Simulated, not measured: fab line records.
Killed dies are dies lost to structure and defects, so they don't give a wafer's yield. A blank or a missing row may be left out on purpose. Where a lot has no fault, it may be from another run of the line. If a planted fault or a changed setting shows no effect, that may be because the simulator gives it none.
Problem report, 8D (eight disciplines) form, completed by code / flow gf180mcu / the parts of the form that need people (team, actions taken, sign-off) are left out

## 1. WHAT IS WRONG
GF_VT_IMPLANT_CLEAN_44, runLengthS: mean 42 s on 3 wafers (1 lot); fault-free wafers 178 s, standard deviation 4. Measured from the usual mean, that is -34 standard deviations.
The step: cleans in SC1/SC2, time 150 s.
First seen on wafer L972.1, day 9 19:07, on wetBench-03. At this step, 39 wafers from 13 lots have a number in the record. By rule, "out" or "out of limits" means more than 4 standard deviations away from the usual mean. The rest of the wafers with a number are treated as sound.

## 2. WHAT IT IS; WHAT IT IS NOT
question=which readings at this step | is=runLengthS | is not=-
question=which lots | is=L972 | is not=L967, L968, L973, L980, L982, L984, L985, L986, L987, L988, L989, L990
question=which wafers of those lots | is=all that have a number | is not=-
question=read on which tools | is=wetBench-03 | is not=wetBench-01
question=when | is=from day 9 19:07 | is not=up to then (6 sound wafers); but 30 sound wafers of L973, L980, L982, L984, L985, L986, L987, L988, L989, L990 came after

## 3. SUSPECTS, AND WHAT RULES EACH OUT
Counting: a tool at any process step up to the reading remains a suspect when it ran all the lots that are out and ran no sound lot after the first of those.
- wetBench-03 at GF_VT_IMPLANT_CLEAN_44 (cleans in SC1/SC2, time 150 s): ruled out as a lasting fault. Sound lots L984, L986, L987, L988, L990 ran on it after its first lot that is out, L972 (day 9 19:07).
Left after counting: nothing in the record.

## 4. THE CAUSE (what the simulator had put in)
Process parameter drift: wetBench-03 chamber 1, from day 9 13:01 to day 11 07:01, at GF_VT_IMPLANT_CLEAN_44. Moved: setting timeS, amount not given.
Counting ruled it out, wrongly.

## 5. THE EFFECT CHAIN, in route order
Rows list readings where the struck wafers' mean (over those with a number) sits beyond 3 standard deviations from the usual. Only readings whose record carries a usual standard deviation are examined. hours: median over the lots of the time between each lot's start at the first step of this table that gives one and its start at this step. sigmas: the change, counted in usual standard deviations.
hours=0; step=GF_VT_IMPLANT_CLEAN_44; reading=runLengthS; usual=178 s; on struck wafers=42; change=-136; sigmas=-34
The process steps in it:
- GF_VT_IMPLANT_CLEAN_44: cleans in SC1/SC2, time 150 s.
At these later measuring or inspecting steps, every struck wafer for which the step has a row has a number for every such reading, and none has moved that far: GF_DUAL_GATE_OVL_MEAS_11.

## 6. WHAT WOULD HAVE CAUGHT IT SOONER
In this record the first reading out of limits was taken at day 9 19:07, 6 hours after the fault began at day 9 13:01.
